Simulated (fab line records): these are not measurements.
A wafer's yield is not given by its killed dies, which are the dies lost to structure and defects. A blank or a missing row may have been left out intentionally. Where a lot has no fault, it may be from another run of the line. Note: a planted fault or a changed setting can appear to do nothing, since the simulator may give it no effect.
One fault seen from 2 desks :: flow gf180mcu :: what lay behind the numbers comes last; until then each desk has only its own

== AT THE METROLOGY DESK ==
What the gauges read, lot by lot, whatever tool the lot ran on: means of the sampled wafers that have a number. A lot is out of limits, marked OUT, if its mean lies more than 4 standard deviations from the usual mean; the brackets give that distance.
Columns: A = V3_W_RS at GF_V3_RS_MEAS_24, usual 0.329 ohm/sq; B = V4_W_RS at GF_V4_RS_MEAS_24, usual 0.329 ohm/sq
lot: L477
first seen here: day 22 09:02
A: 0.326
B: 0.327

lot: L478
first seen here: day 23 00:58
A: 0.331
B: 0.330

lot: L479
first seen here: day 23 07:52
A: 0.331
B: 0.331

lot: L481
first seen here: day 24 07:13
A: 0.329
B: 0.329

lot: L482
first seen here: day 24 11:52
A: 0.330
B: 0.329

lot: L484
first seen here: day 25 05:19
A: 0.325
B: 0.329

lot: L485
first seen here: day 25 14:20
A: 0.333
B: 0.324

lot: L486
first seen here: day 25 19:23
A: 0.330
B: 0.325

lot: L490
first seen here: day 27 02:07
A: 0.332
B: 0.330

lot: L492
first seen here: day 27 16:45
A: 0.334
B: 0.334

lot: L494
first seen here: day 28 11:52
A: 0.331
B: 0.325

lot: L499
first seen here: day 29 18:15
A: 0.326
B: 0.331

lot: L500
first seen here: day 30 04:06
A: 0.331
B: 0.331
This desk found nothing out of limits on any of the 13 lots.

== DESK OF THE TOOL OWNER: pvd sputter-04 ==
The tool's own readings at GF_MIM_SPUTTER_08 (material AlCu, target thk 200 nm, time 10.6 s): means of the sampled wafers that have a number, for each lot that ran on this tool. A lot is out of limits, marked OUT, if its mean lies more than 4 standard deviations from the usual mean; the brackets give that distance.
Columns: A = chamber pressure pa at GF_MIM_SPUTTER_08, usual 0.4000 Pa; B = throttle valve pct at GF_MIM_SPUTTER_08, usual 30.1 %
lot: L478
first seen here: day 25 03:53
A: 0.4005
B: 30.6

lot: L481
first seen here: day 26 06:59
A: 0.3999
B: 30.6

lot: L485
first seen here: day 27 13:22
A: 0.3992
B: 29.8

lot: L490
first seen here: day 28 21:59
A: 0.4502 (+64) OUT
B: 28.5

lot: L494
first seen here: day 30 07:14
A: 0.4505 (+64) OUT
B: 28.2
This desk's finding: out of limits on L490, L494; first on L490, day 28 21:59 (chamber pressure pa at GF_MIM_SPUTTER_08). Within limits: L478, L481, L485.

== TAKEN TOGETHER ==
An alarm could have come from the tool owner's desk at day 28 21:59, on L490, L494.
Metrology desk: nothing out of limits seen.
The metrology desk has L490, L494 on record, within its limits.
GF_MIM_SPUTTER_08 was run on pvd sputter-04 by each of the lots named.

== WHAT WAS PUT IN BY THE SIMULATOR ==
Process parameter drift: pvd sputter-04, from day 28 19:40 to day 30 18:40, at GF_MIM_SPUTTER_08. The setting chamber pressure pa was moved by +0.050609, starting from 0.4. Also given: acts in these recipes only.
Lots struck among those shown: L490, L494.
Delay in hours, fault start to first out-of-limits reading, by desk: the tool owner's desk at 2.
